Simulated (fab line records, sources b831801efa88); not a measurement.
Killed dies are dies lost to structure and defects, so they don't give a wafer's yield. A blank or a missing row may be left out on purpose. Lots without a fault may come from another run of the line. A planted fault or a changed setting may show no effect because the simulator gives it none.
fab line records | flow sky130
record lots=10 wafers=30 last_day=50
route steps=708 shown VIA1@474 METAL2@485 PAD_OPEN@708
lots that met no fault: from a run of the same line without faults
start_h: hours from the record's first day to the start of the lot's first wafer shown | wait_h: hours since the lot's step before | " the same as in the row above | L1.1+2: a row that stands for several wafers | - no value, or no start given | * or withheld: withheld | < > ~ a bound
route shown NAME@n: a module of which the file shows steps, and the number in the route of the first | usual: mean/standard deviation of fault-free wafers | same: alike in all rows | chamber/n: place in a boat | sites: the reading at each site | _std_site: their standard deviation | _edge_site: outer sites' mean less inner sites' | radius_mm: how far each site lies from the wafer's centre | mask NAME#n: copy n | behind: the tool/chamber that last shaped the wafer | hold: why the lot was held/for how many hours/how that ended | device: the transistor (n, p or np) that didn't switch | end of line: the same wafers' tests at the end of the route | a step without rows: its recipe alone | killed: dies lost to structure and defects at the first sort, not the wafer's yield | map: a wafer's dies, x killed, . not, _ none there
set.NAME: the setting as run; set.NAME@STEP: as run at that earlier step | model.NAME: the simulator's own value behind a step, which no gauge read
steps of the route over a sample of lots; a table a step, a row a wafer
services: from which hour (start_h, from the record's first day; less than 0 if before it) a tool's chamber was out of use, for how many hours, and why
## steps
# step SKY_VIA1_STRIP_16
# recipe chemistry=O2/N2 power_w=1400 pressure_mtorr=1500 platen_temp_c=withheld o2_flow_sccm=3000 n2_flow_sccm=300 overash_fraction=0.5
# usual drypump_motor_current_A=6.2/0.44 oes_product_au=0.415/0.0047 strip_time_to_endpoint_s=4.462/0.018
# columns lot.wafer tool chamber start_h wait_h drypump_motor_current_A oes_product_au rf_hours_counter_h strip_time_to_endpoint_s
L334.2 plasma_asher-02 0 813.26 0.0 6.6 0.414 7 4.466
L334.3 " 1 " " 6.4 0.418 - 4.477
L334.5 " 1 " " 6.5 0.420 - 4.467
L335.2 plasma_asher-01 0 837.63 0.0 5.4 0.415 102 4.480
L335.3 " 0 " " 5.4 0.419 - 4.490
L335.5 " 1 " " 6.6 0.419 - 4.492
L341.3 plasma_asher-02 1 880.90 0.1 6.4 0.414 - 4.484
L341.5 " 0 " " 6.6 0.419 - 4.470
L341.6 " 1 " " 6.5 0.414 - 4.466
L342.1 plasma_asher-02 1 891.20 0.0 6.5 0.420 15 4.448
L342.2 " 0 " " 6.6 0.425 15 4.453
L342.4 " 0 " " 6.6 0.408 - 4.452
L343.4 plasma_asher-03 0 891.81 0.0 5.9 0.425 - 4.471
L343.5 " 0 " " 5.9 0.412 - 4.456
L343.6 " 1 " " 6.4 0.422 - 4.466
L344.1 plasma_asher-03 1 900.96 0.0 6.4 0.416 47 4.453
L344.2 " 0 " " 5.9 0.414 47 4.473
L344.3 " 0 " " 6.0 0.415 - 4.461
L345.1 plasma_asher-01 0 910.45 0.0 5.4 0.413 107 4.447
L345.3 " 1 " " 6.6 0.416 - 4.429
L345.6 " 0 " " 5.4 0.411 - 4.423
L346.2 plasma_asher-01 0 915.43 0.0 5.4 0.412 107 4.474
L346.4 " 1 " " 6.6 0.415 - 4.490
L346.5 " 0 " " 5.4 0.417 - 4.472
L351.1 plasma_asher-02 0 945.45 0.0 6.6 0.416 21 4.466
L351.3 " 0 " " 6.6 0.417 - 4.444
L351.5 " 1 " " 6.5 0.414 - 4.454
L352.2 plasma_asher-03 0 951.43 0.0 5.9 0.417 53 4.452
L352.3 " 0 " " 5.9 0.414 - 4.468
L352.6 " 1 " " 6.4 0.410 - 4.456
# step SKY_VIA1_SPUTTER_20
# recipe material=TiN target_thk_nm=20 chamber_pressure_pa=5 power_w=4000 time_s=80
# usual throttle_valve_pct=30.1/0.81
# columns lot.wafer tool chamber start_h wait_h throttle_valve_pct
L334.2 pvd_sputter-03 - 813.86 0.0 29.8
L334.3 " - " " 30.2
L334.5 " - " " 30.2
L335.2 pvd_sputter-02 - 838.22 0.0 31.4
L335.3 " - " " 30.3
L335.5 " - " " 30.4
L341.3 pvd_sputter-03 - 881.46 0.0 29.5
L341.5 " - " " 30.3
L341.6 " - " " 30.0
L342.1 pvd_sputter-02 - 891.88 0.0 30.6
L342.2 " - " " 30.3
L342.4 " - " " 31.5
L343.4 pvd_sputter-03 - 892.37 0.0 30.5
L343.5 " - " " 28.8
L343.6 " - " " 29.7
L344.1 pvd_sputter-02 - 901.60 0.0 30.5
L344.2 " - " " 30.3
L344.3 " - " " 31.5
L345.1 pvd_sputter-03 - 911.11 0.0 30.0
L345.3 " - " " 28.8
L345.6 " - " " 29.5
L346.2 pvd_sputter-02 - 916.11 0.0 30.3
L346.4 " - " " 29.8
L346.5 " - " " 30.2
L351.1 pvd_sputter-02 - 946.08 0.0 30.2
L351.3 " - " " 31.6
L351.5 " - " " 29.7
L352.2 pvd_sputter-02 - 952.06 0.0 31.4
L352.3 " - " " 30.0
L352.6 " - " " 30.4
# step SKY_METAL2_SPUTTER_02
# recipe material=AlCu target_thk_nm=250 power_w=10600 time_s=13.3 chamber_pressure_pa=0.4
# usual throttle_valve_pct=30.0/0.84
# columns lot.wafer tool chamber start_h wait_h throttle_valve_pct
L334.2 pvd_sputter-03 - 814.54 0.0 30.0
L334.3 " - " " 29.0
L334.5 " - " " 30.5
L335.2 pvd_sputter-01 - 838.90 0.0 28.7
L335.3 " - " " 31.0
L335.5 " - " " 28.5
L341.3 pvd_sputter-03 - 882.51 0.0 30.6
L341.5 " - " " 29.1
L341.6 " - " " 30.3
L342.1 pvd_sputter-01 - 892.56 0.0 30.5
L342.2 " - " " 28.5
L342.4 " - " " 28.6
L343.4 pvd_sputter-03 - 893.07 0.0 29.7
L343.5 " - " " 29.2
L343.6 " - " " 29.9
L344.1 pvd_sputter-04 - 902.64 0.0 30.8
L344.2 " - " " 29.5
L344.3 " - " " 30.9
L345.1 pvd_sputter-03 - 911.90 0.0 30.2
L345.3 " - " " 29.7
L345.6 " - " " 30.0
L346.2 pvd_sputter-03 - 918.53 0.0 30.3
L346.4 " - " " 30.1
L346.5 " - " " 30.3
L351.1 pvd_sputter-04 - 946.86 0.0 29.7
L351.3 " - " " 31.4
L351.5 " - " " 29.5
L352.2 pvd_sputter-01 - 953.13 0.0 30.2
L352.3 " - " " 31.1
L352.6 " - " " 30.5
# step SKY_METAL2_RS_MEAS_05
# recipe thk_meas_gauge=four-point-probe reads=TiN_of_METAL2_SPUTTER_04+Ti_of_METAL2_SPUTTER_03+AlCu_of_METAL2_SPUTTER_02+TiN_of_METAL2_SPUTTER_01+Ti_of_METAL2_SPUTTER_00
# usual METAL2_ALCU_RS=0.1269/0.0011
# columns lot.wafer tool chamber start_h wait_h METAL2_ALCU_RS[ohm/sq]
L334.2 film_metro-01 - 814.65 0.0 0.1276
L334.3 " - " " 0.1283
L334.5 " - " " 0.1275
L335.2 film_metro-04 - 839.01 0.0 0.1255
L335.3 " - " " 0.1255
L335.5 " - " " 0.1248
L341.3 film_metro-04 - 882.64 0.1 0.1276
L341.5 " - " " 0.1271
L341.6 " - " " 0.1272
L342.1 film_metro-04 - 892.67 0.0 0.1253
L342.2 " - " " 0.1263
L342.4 " - " " 0.1270
L343.4 film_metro-01 - 893.22 0.1 0.1513
L343.5 " - " " 0.1499
L343.6 " - " " 0.1510
L344.1 film_metro-01 - 902.73 0.0 0.1277
L344.2 " - " " 0.1283
L344.3 " - " " 0.1282
L345.1 film_metro-02 - 911.99 0.0 0.1474
L345.3 " - " " 0.1475
L345.6 " - " " 0.1484
L346.2 film_metro-04 - 918.64 0.0 0.1494
L346.4 " - " " 0.1476
L346.5 " - " " 0.1485
L351.1 film_metro-01 - 946.95 0.0 0.1284
L351.3 " - " " 0.1271
L351.5 " - " " 0.1282
L352.2 film_metro-01 - 953.24 0.0 0.1259
L352.3 " - " " 0.1270
L352.6 " - " " 0.1268
# step SKY_METAL2_THK_MEAS_06
# recipe thk_meas_gauge=xrf reads=AlCu_of_METAL2_SPUTTER_02
# usual METAL2_ALCU_THK=253/3.2
# columns lot.wafer tool chamber start_h wait_h METAL2_ALCU_THK[nm]
L334.2 film_metro-01 - 814.76 0.1 249
L334.3 " - " " 249
L334.5 " - " " 247
L335.2 film_metro-04 - 839.12 0.1 256
L335.3 " - " " 258
L335.5 " - " " 259
L341.3 film_metro-04 - 882.74 0.1 255
L341.5 " - " " 256
L341.6 " - " " 256
L342.1 film_metro-04 - 892.79 0.1 255
L342.2 " - " " 254
L342.4 " - " " 252
L343.4 film_metro-01 - 893.31 0.1 211
L343.5 " - " " 213
L343.6 " - " " 212
L344.1 film_metro-01 - 902.85 0.1 248
L344.2 " - " " 250
L344.3 " - " " 246
L345.1 film_metro-02 - 912.11 0.1 220
L345.3 " - " " 220
L345.6 " - " " 219
L346.2 film_metro-04 - 918.75 0.1 217
L346.4 " - " " 219
L346.5 " - " " 218
L351.1 film_metro-01 - 947.07 0.1 248
L351.3 " - " " 251
L351.5 " - " " 250
L352.2 film_metro-01 - 953.35 0.1 253
L352.3 " - " " 250
L352.6 " - " " 252
# step SKY_METAL2_OVL_MEAS_16
# usual METAL2_OVL=-7/5.3
# columns lot.wafer tool chamber start_h wait_h METAL2_OVL[nm]
L334.2 overlay-02 - 840.81 0.1 -11
L334.3 " - " " 0
L334.5 " - " " -9
L335.2 overlay-01 - 864.46 0.1 -10
L335.3 " - " " -9
L335.5 " - " " -8
L341.3 overlay-02 - 907.99 0.1 -11
L341.5 " - " " -2
L341.6 " - " " -10
L342.1 overlay-01 - 917.83 0.1 -12
L342.2 " - " " -1
L342.4 " - " " -11
L343.4 overlay-02 - 918.02 0.1 -3
L343.5 " - " " 0
L343.6 " - " " 9
L344.1 overlay-01 - 927.19 0.1 -5
L344.2 " - " " -6
L344.3 " - " " -4
L345.1 overlay-01 - 936.81 0.1 -5
L345.3 " - " " -9
L345.6 " - " " -10
L346.2 overlay-01 - 943.15 0.1 -6
L346.4 " - " " -7
L346.5 " - " " -8
L351.1 overlay-01 - 971.53 0.1 -6
L351.3 " - " " -7
L351.5 " - " " -8
L352.2 overlay-02 - 977.05 0.1 2
L352.3 " - " " 4
L352.6 " - " " -2
# step SKY_METAL2_METAL_ETCH_19
# recipe target_depth_a=3600 stop_on=SiO2 over_etch_frac=0.3 time_s=78 chemistry=Cl2/BCl3 resist_sidewall_deg=88 pressure_mtorr=10 icp_w=900 bias_w=48.5 Cl2_flow_sccm=60 bcl3_flow_sccm=30
# usual drypump_motor_current_A=5.84/0.23 oes_product_au=0.853/0.0057 throttle_valve_pct=22.264/0.0087
# columns lot.wafer tool chamber start_h wait_h drypump_motor_current_A oes_product_au rf_hours_counter_h throttle_valve_pct
L334.2 rie_metal-02 0 840.94 0.0 5.61 0.848 16 22.263
L334.3 " 0 " " 5.63 0.836 - 22.254
L334.5 " 0 " " 5.62 0.847 - 22.278
L335.2 rie_metal-02 0 864.59 0.0 5.64 0.851 17 22.258
L335.3 " 0 " " 5.62 0.859 - 22.258
L335.5 " 1 " " 5.82 0.860 - 22.251
L341.3 rie_metal-01 0 908.14 0.1 5.51 0.849 - 22.266
L341.5 " 1 " " 6.17 0.850 - 22.251
L341.6 " 0 " " 5.49 0.858 - 22.246
L342.1 rie_metal-03 1 917.96 0.0 6.00 0.857 13 22.277
L342.2 " 0 " " 6.01 0.857 16 22.260
L342.4 " 0 " " 6.00 0.861 - 22.254
L343.4 rie_metal-01 1 918.17 0.1 6.18 0.829 - 22.264
L343.5 " 0 " " 5.47 0.844 - 22.260
L343.6 " 1 " " 6.17 0.828 - 22.257
L344.1 rie_metal-02 1 927.32 0.0 5.85 0.851 14 22.253
L344.2 " 0 " " 5.65 0.848 2 22.273
L344.3 " 0 " " 5.64 0.844 - 22.270
L345.1 rie_metal-01 0 936.94 0.0 5.43 0.835 15 22.258
L345.3 " 0 " " 5.42 0.836 - 22.275
L345.6 " 0 " " 5.48 0.834 - 22.255
L346.2 rie_metal-03 0 943.27 0.0 6.06 0.833 17 22.268
L346.4 " 0 " " 6.04 0.836 - 22.249
L346.5 " 0 " " 6.05 0.830 - 22.262
L351.1 rie_metal-02 1 971.66 0.0 5.82 0.853 16 22.264
L351.3 " 0 " " 5.66 0.852 - 22.273
L351.5 " 1 " " 5.83 0.845 - 22.283
L352.2 rie_metal-03 1 977.17 0.0 5.96 0.871 15 22.257
L352.3 " 1 " " 6.00 0.856 - 22.266
L352.6 " 0 " " 6.06 0.861 - 22.266
# step SKY_PAD_OPEN_PROBE_99
# usual defect_limited_yield=82.8/1.9 killed_at_M0_to_M3=42/6.9 killed_at_M4_up=3.2/1.7 killed_at_contacts=23/5.5 killed_at_front_end=16/4 killed_at_other=0.4/0.55 killed_dies=85/9.2 killed_on_rim=16/3.5 killed_open=46/6.8 killed_short=38/6.2 sort_bin_3_pad_short=0.9/0.4 sort_bin_5_function=10.2/1.5 sort_bin_6_memory=6.2/1.1 sort_n_pass=407/9.2 sort_yield_pct=82.8/1.9
# same gross_dies=492 killed_at_back_side=0 sort_bin_4_leakage[%]=0 sort_bin_8_speed[%]=0
# columns lot.wafer tool chamber start_h wait_h defect_limited_yield[%] killed_at_M0_to_M3 killed_at_M4_up killed_at_contacts killed_at_front_end killed_at_other killed_dies killed_on_rim killed_open killed_short sort_bin_3_pad_short[%] sort_bin_5_function[%] sort_bin_6_memory[%] sort_n_pass sort_yield_pct[%]
L342.1 prober-02 - 1151.43 0.1 84.8 31 3 19 21 1 75 11 29 46 1.4 10.0 3.9 417 84.8
L342.2 prober-02 - 1151.48 0.1 83.7 31 4 24 21 0 80 14 45 35 0.6 10.4 5.3 412 83.7
L342.4 prober-02 - 1151.58 0.2 80.1 38 3 36 21 0 98 19 48 50 0.4 12.4 7.1 394 80.1
L344.1 prober-02 - 1156.03 0.1 82.7 45 2 20 17 1 85 15 46 39 1.2 9.6 6.5 407 82.7
L344.2 prober-02 - 1156.08 0.1 77.0 55 3 36 19 0 113 22 55 58 1.4 11.8 9.8 379 77.0
L344.3 prober-02 - 1156.13 0.2 82.1 45 3 21 19 0 88 18 41 45 1.2 11.0 5.7 404 82.1
L345.1 prober-01 - 1163.31 0.1 83.9 36 5 17 21 0 79 12 40 39 1.2 8.9 5.9 413 83.9
L345.3 prober-01 - 1163.41 0.2 85.6 31 5 20 15 0 71 14 41 30 1.0 7.9 5.5 421 85.6
L345.6 prober-01 - 1163.56 0.2 82.7 34 6 22 22 1 85 18 42 43 1.0 10.0 6.3 407 82.7
L346.2 prober-02 - 1171.16 0.1 83.7 42 7 22 8 1 80 16 44 34 0 9.6 6.7 412 83.7
L346.4 prober-02 - 1171.26 0.2 80.9 43 5 27 19 0 94 18 54 39 1.0 10.8 7.3 398 80.9
L346.5 prober-02 - 1171.31 0.2 81.7 46 2 27 15 0 90 25 54 35 0.8 12.2 5.3 402 81.7
L351.1 prober-01 - 1190.13 0.1 86.0 37 4 19 9 0 69 16 42 27 1.2 8.3 4.5 423 86.0
L351.3 prober-01 - 1190.23 0.2 82.5 43 1 22 20 0 86 14 43 43 1.0 10.8 5.7 406 82.5
L351.5 prober-01 - 1190.33 0.2 82.5 45 6 18 16 1 86 20 54 31 1.2 10.0 6.3 406 82.5
L352.2 prober-02 - 1191.93 0.1 81.9 43 7 24 14 1 89 15 50 39 1.6 11.8 4.7 403 81.9
L352.3 prober-02 - 1191.98 0.2 82.3 42 2 21 21 1 87 20 47 40 0.8 10.2 6.7 405 82.3
L352.6 prober-02 - 1192.13 0.2 86.6 28 1 20 15 2 66 15 36 30 0.6 7.3 5.5 426 86.6
# killed by level:class
L342.1 VIA1:geometric_particle:short=6 POLY_GATE:geometric_particle:open=5 POLY_GATE:geometric_particle:short=5 VIA2:geometric_particle:short=5 VIA3:geometric_particle:open=5 CONTACT:geometric_particle:open=4 LOCAL_INTERCONNECT:geometric_particle:short=4 CONTACT:geometric_particle:short=4
L342.2 CONTACT:geometric_particle:open=10 VIA1:geometric_particle:open=10 LI_CONTACT:geometric_particle:open=6 FIELD_ISO:geometric_particle:short=5 VIA1:geometric_particle:short=5 POLY_GATE:geometric_particle:open=5 VIA2:geometric_particle:open=5 POLY_GATE:geometric_particle:short=4
L342.4 CONTACT:geometric_particle:open=10 FIELD_ISO:geometric_particle:short=9 LI_CONTACT:geometric_particle:open=9 VIA1:geometric_particle:open=9 METAL1:geometric_particle:short=8 POLY_GATE:geometric_particle:short=7 LI_CONTACT:geometric_particle:short=7 VIA2:geometric_particle:open=6
L344.1 VIA1:geometric_particle:open=9 CONTACT:geometric_particle:open=9 VIA3:geometric_particle:open=8 VIA2:geometric_particle:open=7 FIELD_ISO:geometric_particle:open=6 METAL1:geometric_particle:short=6 FIELD_ISO:geometric_particle:short=5 LOCAL_INTERCONNECT:geometric_particle:short=5
L344.2 CONTACT:geometric_particle:open=16 VIA1:geometric_particle:open=11 VIA1:geometric_particle:short=11 FIELD_ISO:geometric_particle:short=8 CONTACT:geometric_particle:short=7 VIA2:geometric_particle:open=7 LOCAL_INTERCONNECT:geometric_particle:short=6 VIA2:geometric_particle:short=5
L344.3 METAL1:geometric_particle:short=15 LI_CONTACT:geometric_particle:open=9 VIA1:geometric_particle:open=8 VIA3:geometric_particle:open=6 FIELD_ISO:geometric_particle:short=5 POLY_GATE:geometric_particle:short=4 POLY_GATE:geometric_particle:open=4 METAL2:geometric_particle:short=4
L345.1 METAL2:geometric_particle:short=8 FIELD_ISO:geometric_particle:short=7 VIA3:geometric_particle:open=7 VIA2:geometric_particle:open=7 VIA1:geometric_particle:open=7 CONTACT:geometric_particle:open=6 CONTACT:geometric_particle:short=5 POLY_GATE:geometric_particle:open=4
L345.3 LI_CONTACT:geometric_particle:open=8 VIA2:geometric_particle:open=6 VIA3:geometric_particle:short=6 FIELD_ISO:geometric_particle:open=5 POLY_GATE:geometric_particle:open=5 CONTACT:geometric_particle:open=5 VIA3:geometric_particle:open=5 LOCAL_INTERCONNECT:geometric_particle:short=4
L345.6 FIELD_ISO:geometric_particle:open=8 CONTACT:geometric_particle:open=6 METAL2:geometric_particle:short=6 FIELD_ISO:geometric_particle:short=5 LI_CONTACT:geometric_particle:open=5 CONTACT:geometric_particle:short=5 POLY_GATE:geometric_particle:open=4 METAL1:geometric_particle:short=4
L346.2 VIA1:geometric_particle:open=14 LI_CONTACT:geometric_particle:open=7 CONTACT:geometric_particle:open=7 VIA2:geometric_particle:open=6 VIA1:geometric_particle:short=5 CONTACT:geometric_particle:short=4 METAL2:geometric_particle:short=4 VIA3:geometric_particle:open=4
L346.4 VIA1:geometric_particle:open=13 CONTACT:geometric_particle:open=10 VIA2:geometric_particle:open=8 LI_CONTACT:geometric_particle:open=6 FIELD_ISO:geometric_particle:open=5 POLY_GATE:geometric_particle:short=5 CONTACT:geometric_particle:short=5 FIELD_ISO:geometric_particle:short=4
L346.5 VIA1:geometric_particle:open=12 VIA3:geometric_particle:open=11 LI_CONTACT:geometric_particle:open=11 LOCAL_INTERCONNECT:geometric_particle:short=5 CONTACT:geometric_particle:open=5 VIA1:geometric_particle:short=5 FIELD_ISO:geometric_particle:short=4 LI_CONTACT:geometric_particle:short=4
L351.1 VIA1:geometric_particle:open=14 CONTACT:geometric_particle:open=6 LOCAL_INTERCONNECT:geometric_particle:short=5 CONTACT:geometric_particle:short=4 METAL1:geometric_particle:short=4 METAL2:geometric_particle:short=4 FIELD_ISO:geometric_particle:open=3 VIA2:geometric_particle:open=3
L351.3 VIA1:geometric_particle:open=15 VIA1:geometric_particle:short=7 METAL2:geometric_particle:short=7 POLY_GATE:geometric_particle:short=6 LI_CONTACT:geometric_particle:open=6 CONTACT:geometric_particle:open=5 FIELD_ISO:geometric_particle:open=4 POLY_GATE:geometric_particle:open=4
L351.5 VIA1:geometric_particle:open=14 VIA2:geometric_particle:open=8 CONTACT:geometric_particle:open=7 LI_CONTACT:geometric_particle:open=6 METAL1:geometric_particle:short=6 VIA3:geometric_particle:open=5 VIA3:geometric_particle:short=4 FIELD_ISO:geometric_particle:open=3
L352.2 VIA1:geometric_particle:open=15 CONTACT:geometric_particle:open=9 LI_CONTACT:geometric_particle:open=8 FIELD_ISO:geometric_particle:short=6 METAL4:geometric_particle:short=6 VIA1:geometric_particle:short=6 VIA2:geometric_particle:open=6 CONTACT:geometric_particle:short=5
L352.3 LI_CONTACT:geometric_particle:open=10 VIA1:geometric_particle:open=7 VIA2:geometric_particle:open=7 VIA3:geometric_particle:short=6 VIA3:geometric_particle:open=6 POLY_CUT:geometric_particle:open=5 CONTACT:geometric_particle:open=5 VIA1:geometric_particle:short=5
L352.6 LI_CONTACT:geometric_particle:open=9 CONTACT:geometric_particle:open=7 VIA1:geometric_particle:open=5 METAL2:geometric_particle:short=5 VIA3:geometric_particle:open=4 FIELD_ISO:geometric_particle:short=3 POLY_CUT:geometric_particle:short=3 CONTACT:geometric_particle:short=3
## services
# columns tool chamber start_h hours kind
rie_metal-02 - 802.87 0.4 repair
plasma_asher-02 - 807.22 0.5 repair
pvd_sputter-01 - 807.96 1.9 repair
pvd_sputter-03 1 814.63 - consumable_replace:kit
pvd_sputter-03 1 814.63 18.0 scheduled_down
pvd_sputter-03 1 814.63 18.0 vent_cycle
pvd_sputter-01 - 817.38 2.1 repair
pvd_sputter-01 - 817.56 1.5 repair
plasma_asher-03 - 819.56 1.3 repair
pvd_sputter-02 - 830.89 4.8 repair
rie_metal-02 0 838.67 1.7 repair
pvd_sputter-04 - 847.65 3.6 repair
rie_metal-01 - 861.80 0.6 repair
pvd_sputter-01 - 866.11 1.0 repair
plasma_asher-01 - 877.02 18.8 repair
pvd_sputter-01 - 878.48 3.2 repair
plasma_asher-01 - 879.27 0.5 repair
pvd_sputter-01 - 884.99 2.4 repair
pvd_sputter-02 0 894.35 - consumable_replace:kit
rie_metal-03 - 947.86 15.6 pm
pvd_sputter-03 0 964.50 - consumable_replace:kit
pvd_sputter-03 0 964.50 18.0 scheduled_down
pvd_sputter-03 0 964.50 18.0 vent_cycle
rie_metal-03 - 972.78 0.2 repair
## key
first_sign step=SKY_METAL2_RS_MEAS_05 reading=METAL2_ALCU_RS direction=up sigmas=20 usual=0.1269 struck=0.1490
effect step=SKY_METAL2_THK_MEAS_06 reading=METAL2_ALCU_THK direction=down sigmas=11 usual=253 struck=216
effect step=SKY_METAL2_METAL_ETCH_19 reading=oes_product_au direction=down sigmas=3.4 usual=0.853 struck=0.834
met_at SKY_METAL2_SPUTTER_02
struck_lots L343,L345,L346
not_acting_at SKY_VIA1_STRIP_16,SKY_VIA1_SPUTTER_20,SKY_METAL2_OVL_MEAS_16
onset_between 882.51 893.07
fault kind=process_parameter_drift tool=pvd_sputter-03 chamber=- onset_h=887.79 steps=SKY_METAL2_SPUTTER_02 channel=target_thk_nm offset=-37.526 shape=step end_h=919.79 acts_in=these_recipes_only stated=250
